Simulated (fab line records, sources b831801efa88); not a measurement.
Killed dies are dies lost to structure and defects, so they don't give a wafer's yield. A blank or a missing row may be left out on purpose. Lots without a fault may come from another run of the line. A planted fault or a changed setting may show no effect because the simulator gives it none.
Which tool did it? | flow sky130 | 15 lots, 45 wafers sampled, at 2 steps of a route of 708

WHAT THE GAUGES READ, wafer by wafer
SKY_VIA1_THK_MEAS_01.
lot  | measured     | on            | VIA1_HDPCVD_THK (nm)
L176 | day 33 02:38 | film_metro-02 | 1023 1029 1026
L177 | day 33 13:33 | film_metro-02 | 1020 1014 1029
L178 | day 33 13:49 | film_metro-03 | 1020 1015 1009
L179 | day 33 19:41 | film_metro-04 | 1023 1029 1013
L180 | day 34 05:57 | film_metro-04 | 1025 1034 1031
L182 | day 35 02:10 | film_metro-04 | 1011 1027 1019
L184 | day 35 10:52 | film_metro-03 | 1015 1029 1031
L186 | day 36 03:16 | film_metro-04 | 1006 1033 1020
L187 | day 36 16:48 | film_metro-04 | 1017 1016 1021
L190 | day 37 06:04 | film_metro-04 | 1008 1031 1014
L192 | day 38 02:04 | film_metro-04 | 957 970 962
L193 | day 38 08:55 | film_metro-04 | 949 973 953
L194 | day 38 18:12 | film_metro-03 | 959 950 968
L197 | day 39 08:17 | film_metro-02 | 1039 1036 1053
L199 | day 39 22:18 | film_metro-02 | 1042 1024 1016

WHICH TOOL RAN EACH LOT (tool, then ch and the chambers of the sampled wafers, then the start)
lot  | SKY_VIA1_HDPCVD_00
L176 | hdpcvd-02 ch 0,2, day 33 02:31
L177 | hdpcvd-02 ch 0,1, day 33 13:25
L178 | hdpcvd-02 ch 0,1, day 33 13:39
L179 | hdpcvd-02 ch 0,1,2, day 33 19:34
L180 | hdpcvd-02 ch 0,2, day 34 05:50
L182 | hdpcvd-02 ch 0,1,2, day 35 02:04
L184 | hdpcvd-02 ch 0,1, day 35 10:45
L186 | hdpcvd-02 ch 0,1,2, day 36 03:09
L187 | hdpcvd-01 ch 0,2, day 36 16:40
L190 | hdpcvd-02 ch 0,1,2, day 37 05:57
L192 | hdpcvd-02 ch 0,2, day 38 01:56
L193 | hdpcvd-02 ch 1,2, day 38 08:49
L194 | hdpcvd-02 ch 0,1,2, day 38 18:05
L197 | hdpcvd-01 ch 0,1,2, day 39 08:10
L199 | hdpcvd-01 ch 0,2, day 39 22:11
- SKY_VIA1_HDPCVD_00: deposits SiO2, target thk 1030 nm, time 171.7 s.

WHAT THE TOOLS THEMSELVES READ (means of the sampled wafers that have a number; where no wafer has one, the mark that the record gives instead)
SKY_VIA1_HDPCVD_00.
lot  | tool      | run_length_s (s)
L176 | hdpcvd-02 | 199.2
L177 | hdpcvd-02 | 199.6
L178 | hdpcvd-02 | 199.2
L179 | hdpcvd-02 | 199.4
L180 | hdpcvd-02 | 199.1
L182 | hdpcvd-02 | 199.4
L184 | hdpcvd-02 | 199.4
L186 | hdpcvd-02 | 199.2
L187 | hdpcvd-01 | 199.4
L190 | hdpcvd-02 | 199.6
L192 | hdpcvd-02 | 188.9
L193 | hdpcvd-02 | 189.4
L194 | hdpcvd-02 | 189.3
L197 | hdpcvd-01 | 199.3
L199 | hdpcvd-01 | 199.3

THE ANSWER, worked out from the rows above alone
Rule: what is usual is taken from the lots themselves. Put in order of their means at a reading, lots are off if they are a third of the lots or fewer, leave a main group of 4 or more, and stand apart from it by a gap of 3 or more times the standard deviation of the main group's means; of several such gaps the widest counts. A main group whose means are all the same, to the digits that the tables above print for the reading, isn't used. A lot without any number at a reading at which 4 lots or more have one is off too. The other lots that the step has rows for count as sound. The gauges are gone through in route order, then the tools' own readings, and for those a lot's mean is taken as printed above. The first step at which some lot is off is used, and at that step the reading that is off furthest; a lot without a number counts as furthest.
Off: L192, L193, L194, at SKY_VIA1_THK_MEAS_01 (VIA1_HDPCVD_THK). The main group: mean 1024 nm, standard deviation 7.2.
A tool fits if, at a process step before that reading, it ran every lot that is off, and no sound lot after the first of them. The gauges at SKY_VIA1_THK_MEAS_01 aren't tried: what is off there is off at SKY_VIA1_HDPCVD_00 too, on other tools, and a gauge's error can't cause that. One fits: hdpcvd-02 at SKY_VIA1_HDPCVD_00. Its last sound lot is L190 (day 37 05:57), its first lot that is off L192 (day 38 01:56): a fault that began between those two fits.
The tool's own readings at SKY_VIA1_HDPCVD_00 bear it out: on the lots that are off they differ by more than 5 times the standard deviation of the sound lots' means. run_length_s reads 189.2 s there against 199.3 s on the sound lots.

WHAT THE SIMULATOR HAD PUT IN
Process parameter drift: hdpcvd-02, from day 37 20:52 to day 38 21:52, at SKY_VIA1_HDPCVD_00. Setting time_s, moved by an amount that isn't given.
Lots struck among those shown: L192, L193, L194. The rule above found the same.
